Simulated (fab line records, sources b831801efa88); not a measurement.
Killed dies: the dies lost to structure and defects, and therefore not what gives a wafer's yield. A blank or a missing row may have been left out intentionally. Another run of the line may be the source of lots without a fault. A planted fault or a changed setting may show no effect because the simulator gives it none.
Problem report in the 8D (eight disciplines) form, filled by code    flow sky130    the parts of the form that need people (team, actions taken, sign-off) are left out

1. WHAT IS WRONG
strip_time_to_endpoint_s at SKY_FIELD_ISO_STRIP_16 reads a mean of 3.31 s on 6 wafers of 2 lots; wafers without a fault read 3.54 s with a standard deviation of 0.038. That puts it -6.1 standard deviations away from the usual mean.
The step: strips in O2/N2.
First seen on wafer L390.3, day 3 17:10, on plasma_asher-04. Wafers with a number at this step in the record: 39, from 13 lots. By rule, "out" or "out of limits" means more than 4 standard deviations away from the usual mean. Any other wafer with a number is counted as sound.

2. WHAT IT IS, AND WHAT IT ISN'T
question                     is                        is not
which readings at this step  strip_time_to_endpoint_s  drypump_motor_current_A, o2_flow_sccm, oes_product_au
which lots                   L390, L392                L383, L384, L385, L386, L388, L389, L391, L399, L403, L404, L405
which wafers of those lots   all that have a number    -
read on which tools          plasma_asher-04           plasma_asher-02, plasma_asher-03
when                         from day 3 17:10          up to then (18 sound wafers); but 15 sound wafers of L391, L399, L403, L404, L405 came after

3. SUSPECTS, AND WHAT RULES EACH OUT
Counting: a tool at a process step up to the reading stays a suspect if it ran every lot that is out and no sound lot after the first of them.
- plasma_asher-04 at SKY_FIELD_ISO_STRIP_16 (strips in O2/N2): kept. All lots that are out passed through it, beginning with L390 at day 3 17:10, and no sound lot followed; its final sound lot before that point was L388 at day 3 07:05. Its own strip_time_to_endpoint_s readings are out on those wafers.
Left after counting: plasma_asher-04 at SKY_FIELD_ISO_STRIP_16.

4. THE CAUSE (what the simulator had put in)
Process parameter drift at SKY_FIELD_ISO_STRIP_16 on plasma_asher-04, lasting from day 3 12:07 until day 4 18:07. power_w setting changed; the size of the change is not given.
This tool alone remained once counting was done.

5. THE EFFECT CHAIN, in route order
Each row: a reading whose mean over the struck wafers that have a number lies more than 3 standard deviations from the usual. Readings are gone through only where the record gives a usual standard deviation; hours: the median, over the lots, of the time from a lot's start at the first step in this table giving one to that lot's start at this step; sigmas: the change measured in usual standard deviations.
hours  step                    reading                   usual   on struck wafers  change  sigmas
0      SKY_FIELD_ISO_STRIP_16  strip_time_to_endpoint_s  3.54 s  3.31              -0.23   -6.1
Here are the process steps it includes:
- SKY_FIELD_ISO_STRIP_16: strips in O2/N2.
Later steps that measure or inspect, where all struck wafers having a row at the step show a number for every such reading and not one has moved that far: SKY_LDD_N_OVL_MEAS_07, SKY_POLY_CUT_CD_MEAS_08.

6. WHAT WOULD HAVE CAUGHT IT SOONER
In this record no reading fell out of limits until day 3 17:10, 5 hours after the fault had begun at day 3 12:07.
